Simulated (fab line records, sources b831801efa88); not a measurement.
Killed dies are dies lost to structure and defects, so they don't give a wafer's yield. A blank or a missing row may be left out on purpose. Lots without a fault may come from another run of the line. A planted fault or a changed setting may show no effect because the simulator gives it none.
Which tool did it? | flow sky130 | 10 lots, 30 wafers sampled, at 2 steps of a route of 708

WHAT THE GAUGES READ, wafer by wafer
SKY_POLY_GATE_THK_MEAS_21.
lot  | measured     | on            | POLY_GATE_OXIDATION_THK (nm)
L331 | day 16 15:34 | film_metro-03 | 4.00 4.01 4.02
L332 | day 17 08:15 | film_metro-02 | 4.01 4.01 3.90
L334 | day 18 12:16 | film_metro-02 | 3.96 4.06 3.87
L338 | day 20 02:56 | film_metro-02 | 3.97 3.91 3.90
L340 | day 20 12:22 | film_metro-03 | 3.96 3.97 3.97
L342 | day 21 02:22 | film_metro-01 | 2.63 2.71 2.68
L343 | day 21 10:03 | film_metro-03 | 2.76 2.77 2.81
L347 | day 23 06:53 | film_metro-03 | 4.03 3.96 3.97
L346 | day 23 08:30 | film_metro-01 | 4.00 4.02 4.11
L352 | day 24 13:50 | film_metro-03 | 4.18 4.09 4.00

WHICH TOOL RAN EACH LOT (tool, then ch and the chambers of the sampled wafers, then the start)
lot  | SKY_POLY_GATE_OXIDATION_20
L331 | furnace-02 ch 0, day 16 14:19
L332 | furnace-02 ch 0, day 17 07:00
L334 | furnace-01 ch 0, day 18 11:01
L338 | furnace-01 ch 0, day 20 01:34
L340 | furnace-01 ch 0, day 20 11:07
L342 | furnace-01 ch 0, day 21 01:05
L343 | furnace-01 ch 0, day 21 08:47
L347 | furnace-02 ch 0, day 23 05:38
L346 | furnace-02 ch 0, day 23 07:14
L352 | furnace-02 ch 0, day 24 12:35
- SKY_POLY_GATE_OXIDATION_20: stabilise 600 s, purge 300 s, target thk 4 nm.

WHAT THE TOOLS THEMSELVES READ (means of the sampled wafers that have a number; where no wafer has one, the mark that the record gives instead)
SKY_POLY_GATE_OXIDATION_20.
lot  | tool       | spike_tc_bottom_C (C) | spike_tc_centre_C (C) | spike_tc_lower_C (C) | spike_tc_top_C (C) | spike_tc_upper_C (C) | tube_center_temp_C (C) | tube_center_temp_C_max | zone_power_bottom_pct (%) | zone_power_lower_pct (%) | zone_power_top_pct (%) | zone_power_upper_pct (%)
L331 | furnace-02 | 862.5                 | 849.1                 | 850.5                | 860.0              | 850.6                | 849.95                 | 852.0                  | 24.0                      | 17.2                     | 33.9                   | 17.8
L332 | furnace-02 | 861.3                 | 848.2                 | 851.3                | 860.1              | 851.9                | 849.98                 | 852.0                  | 24.1                      | 17.3                     | 34.2                   | 18.1
L334 | furnace-01 | 865.2                 | 848.7                 | 850.7                | 866.0              | 849.8                | 850.06                 | 852.4                  | 23.8                      | 18.8                     | 32.4                   | 15.5
L338 | furnace-01 | 865.1                 | 849.4                 | 850.4                | 864.5              | 850.0                | 850.05                 | 852.3                  | 23.6                      | 18.8                     | 33.0                   | 15.3
L340 | furnace-01 | 864.8                 | 850.2                 | 849.4                | 864.5              | 849.6                | 850.04                 | 852.2                  | 23.6                      | 18.8                     | 32.9                   | 15.3
L342 | furnace-01 | 836.5                 | 820.2                 | 820.3                | 835.6              | 820.5                | 820.46                 | 822.7                  | 21.6                      | 17.6                     | 30.8                   | 14.1
L343 | furnace-01 | 837.1                 | 820.1                 | 819.6                | 836.0              | 819.7                | 820.48                 | 822.5                  | 22.0                      | 17.6                     | 30.9                   | 14.2
L347 | furnace-02 | 861.7                 | 849.7                 | 852.3                | 861.1              | 850.3                | 850.08                 | 852.4                  | 24.0                      | 17.1                     | 33.9                   | 17.8
L346 | furnace-02 | 860.7                 | 848.9                 | 851.2                | 860.7              | 851.3                | 849.99                 | 852.3                  | 24.0                      | 17.1                     | 33.8                   | 17.8
L352 | furnace-02 | 860.9                 | 848.8                 | 850.7                | 860.5              | 851.0                | 849.97                 | 852.0                  | 24.0                      | 17.2                     | 34.4                   | 17.9

THE ANSWER, worked out from the rows above alone
Rule: what is usual is taken from the lots themselves. Put in order of their means at a reading, lots are off if they are a third of the lots or fewer, leave a main group of 4 or more, and stand apart from it by a gap of 3 or more times the standard deviation of the main group's means; of several such gaps the widest counts. A main group whose means are all the same, to the digits that the tables above print for the reading, isn't used. A lot without any number at a reading at which 4 lots or more have one is off too. The other lots that the step has rows for count as sound. The gauges are gone through in route order, then the tools' own readings, and for those a lot's mean is taken as printed above. The first step at which some lot is off is used, and at that step the reading that is off furthest; a lot without a number counts as furthest.
Off: L342, L343, at SKY_POLY_GATE_THK_MEAS_21 (POLY_GATE_OXIDATION_THK). The main group: mean 4.00 nm, standard deviation 0.048.
A tool fits if, at a process step before that reading, it ran every lot that is off, and no sound lot after the first of them. The gauges at SKY_POLY_GATE_THK_MEAS_21 aren't tried: what is off there is off at SKY_POLY_GATE_OXIDATION_20 too, on other tools, and a gauge's error can't cause that. One fits: furnace-01 at SKY_POLY_GATE_OXIDATION_20. Its last sound lot is L340 (day 20 11:07), its first lot that is off L342 (day 21 01:05): a fault that began between those two fits.
The tool's own readings at SKY_POLY_GATE_OXIDATION_20 bear it out: on the lots that are off they differ by more than 5 times the standard deviation of the sound lots' means. spike_tc_bottom_C reads 836.8 C there against 862.8 C on the sound lots; spike_tc_centre_C reads 820.2 C there against 849.1 C on the sound lots; spike_tc_lower_C reads 820.0 C there against 850.8 C on the sound lots; spike_tc_top_C reads 835.8 C there against 862.2 C on the sound lots; spike_tc_upper_C reads 820.1 C there against 850.6 C on the sound lots; tube_center_temp_C reads 820.47 C there against 850.01 C on the sound lots; tube_center_temp_C_max reads 822.6 there against 852.2 on the sound lots; zone_power_bottom_pct reads 21.8 % there against 23.9 % on the sound lots.

WHAT THE SIMULATOR HAD PUT IN
Process parameter drift: furnace-01, from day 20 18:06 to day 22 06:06, at SKY_POLY_GATE_OXIDATION_20. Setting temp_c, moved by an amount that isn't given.
Lots struck among those shown: L342, L343. The rule above found the same.
